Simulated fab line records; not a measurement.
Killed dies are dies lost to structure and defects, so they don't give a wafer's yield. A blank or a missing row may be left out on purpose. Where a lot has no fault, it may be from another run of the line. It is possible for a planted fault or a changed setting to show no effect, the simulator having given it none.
What tool caused it?	flow sky130	13 lots with 39 wafers sampled at 2 steps, on a route of 708 steps

WHAT EACH GAUGE READ, for each wafer
SKY_VIA4_OVL_MEAS_11. Usual: VIA4_OVL typically reads 0.5 nm, with standard deviation 1.2.
lot	measured	on	VIA4_OVL (nm)	flag
L222	day 42 19:40	overlay-02	-0.3 0.5 -0.7	
L223	day 43 01:10	overlay-01	-1.2 -2.0 0.3	
L224	day 43 13:41	overlay-01	-0.4 0.1 0.8	
L231	day 45 12:40	overlay-02	0.8 0.7 1.3	
L232	day 45 13:59	overlay-02	0.9 1.3 0.5	
L236	day 46 13:35	overlay-02	-0.6 -0.3 0.1	
L237	day 46 15:28	overlay-01	1.9 0.1 0.4	
L239	day 46 23:56	overlay-02	-0.8 1.7 -0.5	
L240	day 47 11:58	overlay-01	1.1 -0.2 0.4	
L242	day 47 18:50	overlay-01	-0.8 -1.1 -0.6	
L243	day 48 03:29	overlay-02	0.1 1.0 1.5	
L244	day 48 07:56	overlay-02	-0.6 -2.7 -1.8	
L245	day 48 12:08	overlay-02	3.1 3.8 2.3	

WHAT TOOL EACH LOT RAN ON (gives the tool, then ch and the chambers of the sampled wafers, and finally the start)
lot	SKY_METAL4_METAL_ETCH_18
L222	rie metal-02 ch 0,1, day 41 18:46
L223	rie metal-02 ch 0,1, day 42 00:04
L224	rie metal-04 ch 0, day 42 13:54
L231	rie metal-03 ch 0, day 44 12:56
L232	rie metal-03 ch 0, day 44 14:57
L236	rie metal-03 ch 0, day 45 16:13
L237	rie metal-03 ch 0, day 45 17:25
L239	rie metal-04 ch 0,1, day 46 03:47
L240	rie metal-04 ch 0,1, day 46 14:31
L242	rie metal-02 ch 0,1, day 46 21:40
L243	rie metal-04 ch 0,1, day 47 05:58
L244	rie metal-02 ch 0,1, day 47 10:53
L245	rie metal-02 ch 1, day 47 15:13
- SKY_METAL4_METAL_ETCH_18: etches the open film in Cl2/BCl3, stops on SiO2, target depth 845 nm, time 183.1 s.

AS READ BY THE TOOLS THEMSELVES (means over the sampled wafers that have a number; for cases with no such wafer, the mark the record gives instead)
SKY_METAL4_METAL_ETCH_18. Usual: bcl3 flow sccm 30.00 sccm, standard deviation 0.083; drypump motor current A 5.8 A, standard deviation 0.48; oes product au 0.866 a.u., standard deviation 0.0077; throttle valve pct 22.264 %, standard deviation 0.0086.
lot	tool	bcl3 flow sccm (sccm)	drypump motor current A (A)	oes product au (a.u.)	throttle valve pct (%)	flag
L222	rie metal-02	29.98	6.4	0.874	22.266	
L223	rie metal-02	30.05	6.4	0.873	22.259	
L224	rie metal-04	29.94	5.6	0.859	22.262	
L231	rie metal-03	30.05	5.8	0.854	22.262	
L232	rie metal-03	29.99	5.9	0.859	22.264	
L236	rie metal-03	30.02	5.9	0.865	22.258	
L237	rie metal-03	30.00	5.9	0.879	22.258	
L239	rie metal-04	30.03	5.3	0.861	22.262	
L240	rie metal-04	29.97	5.3	0.867	22.267	
L242	rie metal-02	29.92	6.5	0.867	22.273	
L243	rie metal-04	29.99	5.3	0.874	22.265	
L244	rie metal-02	30.03	6.4	0.872	22.264	
L245	rie metal-02	29.97	6.7	0.864	22.260	

THE ANSWER, worked out from the rows above alone
Rule: a lot is off if the mean of its wafers that have a number lies more than 3 standard deviations from the usual mean. Also off: a lot with no number at a reading for which 4 or more lots have one. Where the step has rows for the other lots, those lots are counted as sound. After the gauges, taken in route order, come the tools' own readings; for these a lot's mean is taken, as printed above. At the first step where some lot is off, the reading lying furthest off is the one used; lots without a number count as furthest.
None of the lots is off at any reading shown; this tells nothing.

WHAT THE SIMULATOR PUT IN
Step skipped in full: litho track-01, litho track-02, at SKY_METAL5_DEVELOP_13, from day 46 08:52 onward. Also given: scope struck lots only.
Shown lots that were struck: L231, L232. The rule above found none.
